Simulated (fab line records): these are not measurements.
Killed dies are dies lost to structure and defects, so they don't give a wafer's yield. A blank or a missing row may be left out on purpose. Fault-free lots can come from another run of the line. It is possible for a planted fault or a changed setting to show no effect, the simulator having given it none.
A lot that was struck, set against a sound lot    flow sky130    17 steps out of a route of 708
Sound: these wafers, L412.2, L412.3, L412.5. Struck: wafers L415.1, L415.4, L415.6. Last of all comes the cause.
Per side, at each step with rows, come the tool, then ch with its chambers, and then its first start. Under that, the readings that differ: sound wafers    struck wafers    difference of the means    sigmas: that difference in standard deviations of wafers without a fault.
alike: readings whose means differ by less than 2 such deviations, and words and numbers that are the same on both sides. not compared: withheld readings, readings that some wafer has no value for, bounds like >300 that may hide the same value, and numbers for which the record gives no deviation and whose values overlap.
The two part at a step that has a row with sigmas, a row that says differs or no value, or rows on one side only. Numbers that don't overlap but have no deviation are shown without sigmas and don't part them. Lack of a reading on every wafer of one side parts them only where that side has two or more wafers.

SKY_FIELD_ISO_BOW_MEAS_00:
  sound on film_metro-02, day 2 01:01; struck on film_metro-02, day 2 16:00
  alike: INCOMING_BOW
then, 1 step without rows for these wafers: SKY_FIELD_ISO_OXIDATION_01 (stabilise 600 s, purge 300 s, target thk 12 nm).
SKY_FIELD_ISO_THK_MEAS_02:
  sound on film_metro-04, day 2 03:31; struck on film_metro-04, day 2 18:43
  alike: FIELD_ISO_OXIDATION_00_THK
SKY_FIELD_ISO_CVD_03: deposits Si3N4 from DCS/NH3, target thk 165 nm, time 2830 s.
  sound on lpcvd-02 ch 1, day 2 03:34; struck on lpcvd-02 ch 0, day 2 19:43
reading             sound              struck             difference  sigmas
spike_tc_top_C (C)  785.8 786.5 786.6  780.6 781.4 780.0  -5.6        -2
SKY_FIELD_ISO_THK_MEAS_04:
  sound on film_metro-01, day 2 05:22; struck on film_metro-02, day 2 21:30
reading                    sound              struck             difference  sigmas
FIELD_ISO_CVD_03_THK (nm)  167.1 165.5 165.7  148.1 147.8 147.3  -18.4       -12
then, 8 steps without rows for these wafers: SKY_FIELD_ISO_DEHYDRATE_05 (time 60 s); SKY_FIELD_ISO_HMDS_06 (prime time 60 s); SKY_FIELD_ISO_COAT_07 (resist thk 60 nm); SKY_FIELD_ISO_COAT_08 (resist thk 450 nm); SKY_FIELD_ISO_SOFTBAKE_09 (time 90 s); SKY_FIELD_ISO_EXPOSE_10 (exposes mask FOM, target cd 150 nm); SKY_FIELD_ISO_PEB_11; SKY_FIELD_ISO_DEVELOP_12 (develop time 60 s).
SKY_FIELD_ISO_CD_MEAS_13: target cd 150 nm.
  sound on cd_sem-02, day 2 20:56; struck on cd_sem-02, day 3 13:26
  alike: cd_nm
SKY_FIELD_ISO_ETCH_14: etches BARC in N2/H2, stops on SiO2, time 45.9 s, target depth 60 nm.
  sound on rie_diel-01 ch 2,3, day 2 21:02; struck on rie_diel-01 ch 1,2,3, day 3 13:33
  alike: bias_w, drypump_motor_current_A, oes_product_au, throttle_valve_pct
  not compared: rf_hours_counter_h
SKY_FIELD_ISO_ETCH_15: etches the open film in CHF3/O2, stops on Si, target depth 180 nm, time 72 s.
  sound on rie_diel-01 ch 2,3, day 2 21:05; struck on rie_diel-01 ch 1,2,3, day 3 13:35
reading                sound              struck             difference  sigmas
oes_product_au (a.u.)  0.956 0.947 0.948  0.893 0.894 0.880  -0.061      -9
  alike: bias_w, drypump_motor_current_A, throttle_valve_pct
  not compared: rf_hours_counter_h
SKY_FIELD_ISO_STRIP_16: strips in O2/N2.
  sound on plasma_asher-03 ch 0,1, day 2 21:08; struck on plasma_asher-03 ch 0,1, day 3 13:39
  alike: drypump_motor_current_A, oes_product_au, strip_time_to_endpoint_s
  not compared: rf_hours_counter_h

## WHERE THEY PART
Last at SKY_FIELD_ISO_ETCH_15 as far as this record goes, first at SKY_FIELD_ISO_CVD_03. Later steps at which nothing parts them and some readings are alike: SKY_FIELD_ISO_STRIP_16.

WHY: the cause the simulator had injected
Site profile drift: lpcvd-02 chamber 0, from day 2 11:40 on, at SKY_FIELD_ISO_CVD_03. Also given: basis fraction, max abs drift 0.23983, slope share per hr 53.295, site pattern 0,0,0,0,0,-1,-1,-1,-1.
